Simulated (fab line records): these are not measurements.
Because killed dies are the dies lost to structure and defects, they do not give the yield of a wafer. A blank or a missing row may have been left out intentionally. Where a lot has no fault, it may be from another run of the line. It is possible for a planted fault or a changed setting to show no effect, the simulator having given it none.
Which of the tools did it?    flow gf180mcu    13 lots with 39 wafers sampled at 3 steps, on a route of 602 steps

WHAT EACH GAUGE READ, for each wafer
GF_V2_CD_MEAS_14: the cd target is 260 nm.
lot   measured      on         cd nm (nm)
L859  day 20 18:10  cd sem-01  260.9 261.1 259.2
L861  day 21 07:34  cd sem-01  259.1 258.2 258.9
L863  day 22 21:23  cd sem-02  259.3 258.9 258.6
L865  day 23 00:18  cd sem-01  259.1 259.5 260.2
L866  day 23 05:22  cd sem-02  263.5 261.9 262.0
L867  day 23 22:49  cd sem-02  258.7 258.2 258.3
L868  day 24 06:26  cd sem-02  257.3 258.2 256.9
L869  day 24 04:53  cd sem-01  258.0 259.0 259.0
L870  day 24 10:48  cd sem-01  259.1 258.5 259.5
L872  day 25 08:28  cd sem-01  262.5 261.5 262.4
L880  day 27 19:06  cd sem-01  262.5 262.8 262.3
L879  day 27 20:52  cd sem-01  260.1 262.0 260.5
L881  day 28 02:36  cd sem-02  259.7 259.9 259.3

WHAT TOOL EACH LOT RAN ON (gives the tool, then ch and the chambers of the sampled wafers, and finally the start)
lot   GF_POLY_GATE_ETCH_13              GF_M2_SPUTTER_04
L859  rie si-01 ch 0,2,3, day 9 20:05   pvd sputter-03, day 18 15:51
L861  rie si-02 ch 0,1,3, day 10 02:14  pvd sputter-02, day 19 04:52
L863  rie si-01 ch 0,1,2, day 11 07:53  pvd sputter-01, day 20 20:20
L865  rie si-02 ch 0,1,2, day 11 10:13  pvd sputter-02, day 21 00:07
L866  rie si-02 ch 1,2, day 11 15:52    pvd sputter-03, day 21 05:01
L867  rie si-01 ch 1,3, day 12 00:59    pvd sputter-03, day 22 00:28
L868  rie si-01 ch 1,2, day 12 07:08    pvd sputter-02, day 22 07:19
L869  rie si-01 ch 0,2,3, day 12 10:55  pvd sputter-03, day 22 06:37
L870  rie si-01 ch 1,2,3, day 12 15:25  pvd sputter-02, day 22 13:09
L872  rie si-02 ch 0,2,3, day 13 10:26  pvd sputter-02, day 23 11:58
L880  rie si-01 ch 1,2, day 15 21:14    pvd sputter-03, day 26 00:55
L879  rie si-02 ch 0,1,2, day 15 21:35  pvd sputter-01, day 26 02:38
L881  rie si-01 ch 1,2, day 16 08:11    pvd sputter-02, day 26 09:01
- GF_POLY_GATE_ETCH_13: etches poly-Si in HBr/Cl2, stops on SiO2, target depth 198.5 nm, time 69.6 s.
- GF_M2_SPUTTER_04: material TiN, target thk 50 nm, time 41.7 s.

AS READ BY THE TOOLS THEMSELVES (means over the sampled wafers that have a number; for cases with no such wafer, the mark the record gives instead)
GF_POLY_GATE_ETCH_13.
lot   tool       bias w (W)  drypump motor current A (A)  mfc cl2 sccm (sccm)  oes product au (a.u.)  throttle valve pct (%)
L859  rie si-01  100.1       5.9                          50.03                0.989                  33.685
L861  rie si-02  100.1       5.5                          50.04                0.986                  33.678
L863  rie si-01  99.9        6.2                          49.91                0.982                  33.683
L865  rie si-02  100.0       5.3                          50.15                0.985                  33.684
L866  rie si-02  99.8        5.2                          50.05                0.985                  33.686
L867  rie si-01  100.0       5.4                          49.86                0.989                  33.683
L868  rie si-01  100.3       6.1                          50.05                0.994                  33.670
L869  rie si-01  100.2       5.9                          49.86                0.995                  33.678
L870  rie si-01  96.3        5.8                          50.09                0.987                  33.682
L872  rie si-02  100.2       5.7                          49.96                0.991                  33.678
L880  rie si-01  100.2       6.1                          49.91                0.985                  33.681
L879  rie si-02  100.1       5.4                          49.88                0.989                  33.686
L881  rie si-01  99.9        6.1                          50.07                0.989                  33.693

GF_M2_SPUTTER_04.
lot   tool            throttle valve pct (%)
L859  pvd sputter-03  31.9
L861  pvd sputter-02  29.5
L863  pvd sputter-01  29.6
L865  pvd sputter-02  29.3
L866  pvd sputter-03  31.7
L867  pvd sputter-03  31.6
L868  pvd sputter-02  29.2
L869  pvd sputter-03  31.9
L870  pvd sputter-02  29.7
L872  pvd sputter-02  29.9
L880  pvd sputter-03  31.0
L879  pvd sputter-01  30.0
L881  pvd sputter-02  30.4

THE ANSWER, worked out from the rows above alone
Rule: the lots themselves supply what counts as usual. The widest of any qualifying gaps counts: lots, ordered by their means at a reading, are off when they make up no more than a third of the lots, leave a main group of 4 or more, and stand apart from it by 3 or more times the standard deviation of that group's means. A main group is skipped when, at the precision printed for the reading in the tables above, its means are all equal. Also off: a lot with no number at a reading for which 4 or more lots have one. All remaining lots with rows at the step are treated as sound. After the gauges, taken in route order, come the tools' own readings; for these a lot's mean is taken, as printed above. At the first step where some lot is off, the reading lying furthest off is the one used; lots without a number count as furthest.
Off, at GF_POLY_GATE_ETCH_13 on bias w: L870. The main group: mean 100.1 W, standard deviation 0.14.
If a tool, at that step or one of the process steps before it, ran each lot that is off and ran no sound lot following the first of them, it fits. None of those tried fits.

WHAT THE SIMULATOR HAD INSERTED
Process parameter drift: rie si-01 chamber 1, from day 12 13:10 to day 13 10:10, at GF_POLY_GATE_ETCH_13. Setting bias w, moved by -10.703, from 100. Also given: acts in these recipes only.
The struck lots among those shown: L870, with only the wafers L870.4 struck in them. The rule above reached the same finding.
